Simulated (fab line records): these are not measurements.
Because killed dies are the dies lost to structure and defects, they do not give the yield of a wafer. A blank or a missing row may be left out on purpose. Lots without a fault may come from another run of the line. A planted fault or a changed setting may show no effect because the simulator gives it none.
Problem report, 8D (eight disciplines) form, completed by code    flow sky130    the parts of the form that need people (team, actions taken, sign-off) are left out

1. WHAT WENT WRONG
METAL2_ALCU_THK at SKY_METAL2_THK_MEAS_06 reads a mean of 224 nm on 4 wafers of 2 lots; wafers without a fault read 249 nm with a standard deviation of 3.8. Relative to the usual mean, that is a shift of -6.4 standard deviations.
The step: measures by xrf.
The first sign was on wafer L172.4 at day 38 13:08, on film-metro-03. Wafers with a number at this step in the record: 33, from 11 lots. The rule behind "out" and "out of limits": a value lying over 4 standard deviations away from the usual mean. The rest of the wafers with a number are treated as sound.

2. WHAT IT IS, AND WHAT IT ISN'T
question                     is                              is not
which readings at this step  METAL2_ALCU_THK                 -
which lots                   L172, L173                      L158, L159, L160, L163, L165, L166, L174, L177, L181
which wafers of those lots   L172.4, L172.6, L173.3, L173.4  L172.1, L173.1
read on which gauges         film-metro-03                   film-metro-01, film-metro-04
when                         from day 38 13:08               up to then (19 sound wafers); but 10 sound wafers of L173, L174, L177, L181 came after

3. THE SUSPECTS, EACH WITH WHAT RULES IT OUT
Counting: any tool at a process step up to the reading remains a suspect provided it ran every lot that is out. Sound lots after the first of them don't rule it out here, since some wafers of a struck lot are sound.
- the gauge at SKY_METAL2_THK_MEAS_06: kept. All the wafers that are out were read on film-metro-03, and no step on other tools shows them out.
- pvd-sputter-01 at SKY_METAL2_SPUTTER_01 (material TiN, target thk 20 nm, time 16.7 s): kept. It ran every lot that is out, first L172 (day 38 11:22); its last sound lot up to then is L163 (day 36 00:43).
- pvd-sputter-01 at SKY_METAL2_SPUTTER_04 (material TiN, target thk 70 nm, time 58.3 s): kept. It ran every lot that is out, first L172 (day 38 11:26); its last sound lot up to then is L163 (day 36 00:47).
Left after counting: pvd-sputter-01 at SKY_METAL2_SPUTTER_01, pvd-sputter-01 at SKY_METAL2_SPUTTER_04, film-metro-03 at SKY_METAL2_THK_MEAS_06.

4. THE CAUSE (what the simulator had put in)
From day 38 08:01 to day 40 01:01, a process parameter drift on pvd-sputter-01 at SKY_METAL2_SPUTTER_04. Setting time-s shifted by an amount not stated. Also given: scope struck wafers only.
Counting leaves 3 suspects; this tool is one of them.

5. SEQUENCE OF EFFECTS, ordered by route
Each row: a reading where the mean over the struck wafers with a number is more than 3 standard deviations away from the usual. Only readings whose record carries a usual standard deviation are examined. hours: median over the lots of the time between each lot's start at the first step of this table that gives one and its start at this step. sigmas: the change, counted in usual standard deviations.
hours  step                    reading          usual   on struck wafers  change  sigmas
0      SKY_METAL2_THK_MEAS_06  METAL2_ALCU_THK  249 nm  224               -24     -6.4

6. WHAT WOULD HAVE CAUGHT IT SOONER
The first out-of-limits reading at a measuring or inspecting step in this record came at day 38 13:08, 5 hours after the fault's start at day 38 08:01.
An alarm limit of 4 standard deviations would not have fired on the tool readings at SKY_METAL2_SPUTTER_04 for which the record gives a usual standard deviation, since none of them was out on any struck wafer.
Lots out: 2; of these, L173 started SKY_METAL2_SPUTTER_04 on pvd-sputter-01 after day 38 13:08. Putting the tool on hold at that point would have spared it.
